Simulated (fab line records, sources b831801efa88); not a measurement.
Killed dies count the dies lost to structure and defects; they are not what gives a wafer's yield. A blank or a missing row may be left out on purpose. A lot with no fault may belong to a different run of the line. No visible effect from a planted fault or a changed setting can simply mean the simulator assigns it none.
Which tool did it? | flow sky130 | 10 lots, 30 wafers sampled, at 6 steps of a route of 708

## WHAT THE GAUGES READ, wafer by wafer
SKY_LOCAL_INTERCONNECT_RS_MEAS_01: measures by four-point-probe. Usual: for LOCAL_INTERCONNECT_TIN_RS the level is 14.18 ohm/sq and the standard deviation is 0.13.
lot  | measured     | on            | LOCAL_INTERCONNECT_TIN_RS (ohm/sq)  | flag
L322 | day 29 16:41 | film metro-04 | 14.50 14.35 14.47                   |
L323 | day 29 20:12 | film metro-04 | 14.10 14.27 14.01                   |
L324 | day 30 08:47 | film metro-04 | 14.14 14.37 14.23                   |
L325 | day 31 05:11 | film metro-01 | 14.02 13.97 14.17                   |
L328 | day 32 07:38 | film metro-02 | 14.16 14.18 14.19                   |
L329 | day 32 10:53 | film metro-04 | 14.30 14.34 14.33                   |
L331 | day 33 07:53 | film metro-01 | 14.38 14.42 14.33                   |
L335 | day 34 13:21 | film metro-04 | 17.10 17.03 17.08 17.10 17.02 17.07 | OFF
L339 | day 35 09:31 | film metro-01 | 17.07 16.71 17.07 17.10 16.71 17.04 | OFF
L343 | day 36 13:31 | film metro-01 | 14.08 13.99 13.95                   |

SKY_LOCAL_INTERCONNECT_THK_MEAS_02: measures by xrf. Usual: for LOCAL_INTERCONNECT_TIN_THK the level is 98.7 nm and the standard deviation is 0.86.
lot  | measured     | on            | LOCAL_INTERCONNECT_TIN_THK (nm) | flag
L322 | day 29 16:48 | film metro-04 | 96.9 97.7 97.7                  |
L323 | day 29 20:19 | film metro-04 | 99.6 98.2 100.2                 |
L324 | day 30 08:54 | film metro-04 | 98.9 97.4 98.1                  |
L325 | day 31 05:18 | film metro-01 | 99.6 99.8 98.9                  |
L328 | day 32 07:44 | film metro-02 | 98.8 98.9 98.4                  |
L329 | day 32 10:59 | film metro-04 | 98.1 98.0 98.3                  |
L331 | day 33 08:00 | film metro-01 | 97.1 96.9 97.7                  |
L335 | day 34 19:50 | film metro-04 | 85.5 86.4 86.3 85.8 86.0 85.9   | OFF
L339 | day 35 19:36 | film metro-01 | 85.3 86.9 86.0 84.7 87.3 85.7   | OFF
L343 | day 36 13:38 | film metro-01 | 99.1 99.7 99.7                  |

SKY_CONTACT_OVL_MEAS_15. Usual: for CONTACT_OVL the level is -2 nm and the standard deviation is 5.4.
lot  | measured     | on         | CONTACT_OVL (nm) | flag
L322 | day 32 01:18 | overlay-02 | -4 -6 5          |
L323 | day 32 04:55 | overlay-01 | 4 7 1            |
L324 | day 32 16:43 | overlay-02 | 0 -7 -1          |
L325 | day 33 12:33 | overlay-01 | 1 4 -1           |
L328 | day 34 14:05 | overlay-01 | -11 -6 -4        |
L329 | day 34 17:54 | overlay-01 | -10 4 3          |
L331 | day 35 14:23 | overlay-02 | -2 -4 -3         |
L335 | day 36 19:52 | overlay-01 | -3 0 2           |
L339 | day 37 14:21 | overlay-01 | -3 4 -15         |
L343 | day 38 18:43 | overlay-02 | 5 5 -4           |

SKY_VIA1_BOW_MEAS_03. Usual: for VIA1_BOW the level is 79 um and the standard deviation is 6.8.
lot  | measured     | on            | VIA1_BOW (um) | flag
L322 | day 33 07:05 | film metro-02 | 84 66 71      |
L323 | day 33 10:23 | film metro-03 | 91 86 76      |
L324 | day 33 22:18 | film metro-02 | 76 80 81      |
L325 | day 34 18:07 | film metro-01 | 80 80 82      |
L328 | day 35 18:50 | film metro-01 | 73 72 90      |
L329 | day 35 23:39 | film metro-01 | 80 72 71      |
L331 | day 36 19:41 | film metro-01 | 76 81 87      |
L335 | day 38 01:02 | film metro-03 | 75 81 63      |
L339 | day 38 19:31 | film metro-01 | 81 73 74      |
L343 | day 39 22:23 | film metro-03 | 79 70 91      |

## WHAT TOOL EACH LOT RAN ON (gives the tool, then ch and the chambers of the sampled wafers, and finally the start)
lot  | SKY_LOCAL_INTERCONNECT_SPUTTER_00 | SKY_LOCAL_INTERCONNECT_METAL_ETCH_14
L322 | pvd sputter-02, day 29 16:37      | rie metal-03 ch 0,1, day 30 20:14
L323 | pvd sputter-03, day 29 20:08      | rie metal-04 ch 0,1, day 31 00:56
L324 | pvd sputter-01, day 30 08:43      | rie metal-02 ch 0,1, day 31 12:32
L325 | pvd sputter-01, day 31 05:06      | rie metal-04 ch 1, day 32 08:35
L328 | pvd sputter-01, day 32 07:32      | rie metal-04 ch 0,1, day 33 10:05
L329 | pvd sputter-02, day 32 10:47      | rie metal-04 ch 0,1, day 33 13:49
L331 | pvd sputter-02, day 33 07:49      | rie metal-02 ch 0,1, day 34 10:26
L335 | pvd sputter-01, day 34 13:16      | rie metal-03 ch 0,1, day 35 16:25
L339 | pvd sputter-01, day 35 09:25      | rie metal-04 ch 0,1, day 36 11:24
L343 | pvd sputter-03, day 36 13:27      | rie metal-04 ch 0,1, day 37 15:41
- SKY_LOCAL_INTERCONNECT_SPUTTER_00: material TiN, target thk 100 nm, time 83.3 s.
- SKY_LOCAL_INTERCONNECT_METAL_ETCH_14: etches TiN in Cl2/BCl3, stops on PSG, target depth 110 nm, time 31.4 s.

## WHAT THE TOOLS THEMSELVES READ (means of the sampled wafers that have a number; where no wafer has one, the mark that the record gives instead)
SKY_LOCAL_INTERCONNECT_SPUTTER_00. Usual: chamber pressure pa 0.3999 Pa, standard deviation 0.00087; throttle valve pct 29.6 %, standard deviation 0.99.
lot  | tool           | chamber pressure pa (Pa) | throttle valve pct (%) | flag
L322 | pvd sputter-02 | 0.4007                   | 30.6                   |
L323 | pvd sputter-03 | 0.4004                   | 28.8                   |
L324 | pvd sputter-01 | 0.4006                   | 30.6                   |
L325 | pvd sputter-01 | 0.4000                   | 30.5                   |
L328 | pvd sputter-01 | 0.4005                   | 30.1                   |
L329 | pvd sputter-02 | 0.3998                   | 30.7                   |
L331 | pvd sputter-02 | 0.3993                   | 30.7                   |
L335 | pvd sputter-01 | 0.3999                   | 29.5                   |
L339 | pvd sputter-01 | 0.3997                   | 30.0                   |
L343 | pvd sputter-03 | 0.3999                   | 28.9                   |

SKY_LOCAL_INTERCONNECT_METAL_ETCH_14. Usual: drypump motor current A 5.7 A, standard deviation 0.58; oes product au 0.940 a.u., standard deviation 0.0066; throttle valve pct 21.901 %, standard deviation 0.01.
lot  | tool         | drypump motor current A (A) | oes product au (a.u.) | throttle valve pct (%) | flag
L322 | rie metal-03 | 5.2                         | 0.931                 | 21.908                 |
L323 | rie metal-04 | 5.4                         | 0.944                 | 21.905                 |
L324 | rie metal-02 | 5.9                         | 0.938                 | 21.896                 |
L325 | rie metal-04 | 4.9                         | 0.945                 | 21.887                 |
L328 | rie metal-04 | 5.4                         | 0.943                 | 21.900                 |
L329 | rie metal-04 | 5.9                         | 0.933                 | 21.900                 |
L331 | rie metal-02 | 5.9                         | 0.932                 | 21.915                 |
L335 | rie metal-03 | 5.4                         | 0.863                 | 21.951                 | OFF
L339 | rie metal-04 | 5.4                         | 0.867                 | 21.943                 | OFF
L343 | rie metal-04 | 5.9                         | 0.945                 | 21.904                 |

## THE ANSWER, worked out from the rows above alone
Rule: a lot is off if the mean of its wafers that have a number lies more than 3 standard deviations from the usual mean. Also off: a lot with no number at a reading for which 4 or more lots have one. Where the step has rows for the other lots, those lots are counted as sound. Order of review: gauges by route order, followed by the tools' own readings, for which a lot's mean as printed above is used. At the first step where some lot is off, the reading lying furthest off is the one used; lots without a number count as furthest.
Off: L335, L339, at SKY_LOCAL_INTERCONNECT_RS_MEAS_01 (LOCAL_INTERCONNECT_TIN_RS).
A tool fits if, at a process step before that reading, it ran every lot that is off, and no sound lot after the first of them. Not tried: the gauges at SKY_LOCAL_INTERCONNECT_RS_MEAS_01; whatever is off there is also off at SKY_LOCAL_INTERCONNECT_METAL_ETCH_14, on other tools, and gauge error can't account for it. One fits: pvd sputter-01 at SKY_LOCAL_INTERCONNECT_SPUTTER_00. Its last sound lot is L328 (day 32 07:32), its first lot that is off L335 (day 34 13:16): a fault that began between those two fits.

## WHAT WAS PUT IN BY THE SIMULATOR
Site profile drift: pvd sputter-01, from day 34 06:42 on, at SKY_LOCAL_INTERCONNECT_SPUTTER_00. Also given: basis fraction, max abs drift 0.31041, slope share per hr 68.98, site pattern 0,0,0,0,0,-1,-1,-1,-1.
Shown lots that were struck: L335, L339. The rule above reached the same finding.
